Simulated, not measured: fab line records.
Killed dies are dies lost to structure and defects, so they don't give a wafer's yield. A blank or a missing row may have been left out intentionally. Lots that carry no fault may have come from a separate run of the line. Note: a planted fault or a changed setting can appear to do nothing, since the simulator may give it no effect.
Struck lot and sound lot, side by side / flow sky130 / 15 out of 708 route steps
Sound: the wafers L219.3, L219.4, L219.5. Wafers struck: L239.1, L239.2, L239.5. The cause is named last.
At each step with rows: each side's tool, then ch and its chambers, then its first start. Under that, the readings that differ: sound wafers / struck wafers / difference of the means / sigmas: that difference in standard deviations of wafers without a fault.
alike: readings with means less than 2 such deviations apart, plus words and numbers identical on both sides. not compared: withheld readings, readings lacking a value on some wafer, bounds such as >300 that could conceal the same value, and numbers that have no deviation in the record and whose values overlap.
A row with sigmas, a row that says differs or no value, or rows on one side alone: a step with any of these is where the two part. Numbers that don't overlap but have no deviation are shown without sigmas and don't part them. A reading that every wafer of one side lacks parts them only if that side has two wafers or more.

SKY_VIA3_STRIP_16: strips in O2/N2.
  sound on plasmaAsher-04 ch 0,1, day 39 18:46; struck on plasmaAsher-02 ch 0,1, day 45 13:41
  alike: chamberPressureMTorr, drypumpMotorCurrentA, oesProductAu, stripTimeToEndpointS
  not compared: rfHoursCounterH
then, 3 steps without rows for these wafers: SKY_VIA3_STRIP_17 (strips in post etch residue remover, time 1200 s); SKY_VIA3_CLEAN_18 (cleans in IPA, time 180 s); SKY_VIA3_CLEAN_19 (cleans in O3/DIW).
SKY_VIA3_SPUTTER_20: material TiN, target thk 20 nm, time 80 s.
  sound: pvdSputter-02 at day 39 19:22; struck: pvdSputter-04 at day 45 14:43
  alike: cathodeDcPowerW, throttleValvePct
then, 1 step without rows for these wafers: SKY_VIA3_CVD_21 (deposits W, target thk 390 nm, time 117.31 s).
SKY_VIA3_RS_MEAS_22: the measuring method here is four-point-probe.
  sound: filmMetro-03 at day 39 19:35; struck: filmMetro-03 at day 45 15:01
  alike: VIA3_W_RS
SKY_VIA3_THK_MEAS_23: measures by xrf.
  sound: filmMetro-03 at day 39 19:41; struck: filmMetro-03 at day 45 15:08
  alike: VIA3_W_THK
then, 1 step without rows for these wafers: SKY_VIA3_CMP_24 (polishes, stops on SiO2, t overpolish 20 s, target thk 0 nm).
SKY_METAL4_SPUTTER_00: material Ti, target thk 15 nm, time 10 s.
  sound: pvdSputter-04 at day 39 20:02; struck: pvdSputter-04 at day 45 15:34
  alike: cathodeDcPowerW, throttleValvePct
SKY_METAL4_SPUTTER_01: material TiN, target thk 20 nm, time 16.7 s.
  sound: pvdSputter-04 at day 39 20:03; struck: pvdSputter-04 at day 45 15:35
  alike: cathodeDcPowerW, throttleValvePct
SKY_METAL4_SPUTTER_02: material AlCu, target thk 735 nm, time 39.1 s.
  sound: pvdSputter-04 at day 39 20:05; struck: pvdSputter-04 at day 45 15:37
  alike: cathodeDcPowerW, throttleValvePct
SKY_METAL4_SPUTTER_03: material Ti, target thk 5 nm, time 3.3 s.
  sound: pvdSputter-04 at day 39 20:07; struck: pvdSputter-04 at day 45 15:39
reading=cathodeDcPowerW (W); sound=2999.3 2999.5 3000.1; struck=3207.9 3208.0 3209.3; difference=+208.8; sigmas=+99 or more
reading=model.Ti_of_METAL4_SPUTTER_03.thkNm (nm); sound=5.121 5.117 4.974; struck=5.345 5.228 5.3; difference=+0.220; sigmas=
  alike: throttleValvePct
then, 2 steps without rows for these wafers: SKY_METAL4_SPUTTER_04 (material TiN, target thk 70 nm, time 58.3 s); SKY_PAD_OPEN_PROBE_99.

## WHERE THEY PART
SKY_METAL4_SPUTTER_03 only, going by this record.

WHY: whatever the simulator had introduced
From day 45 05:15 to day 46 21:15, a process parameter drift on pvdSputter-04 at SKY_METAL4_SPUTTER_03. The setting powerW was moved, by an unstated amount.
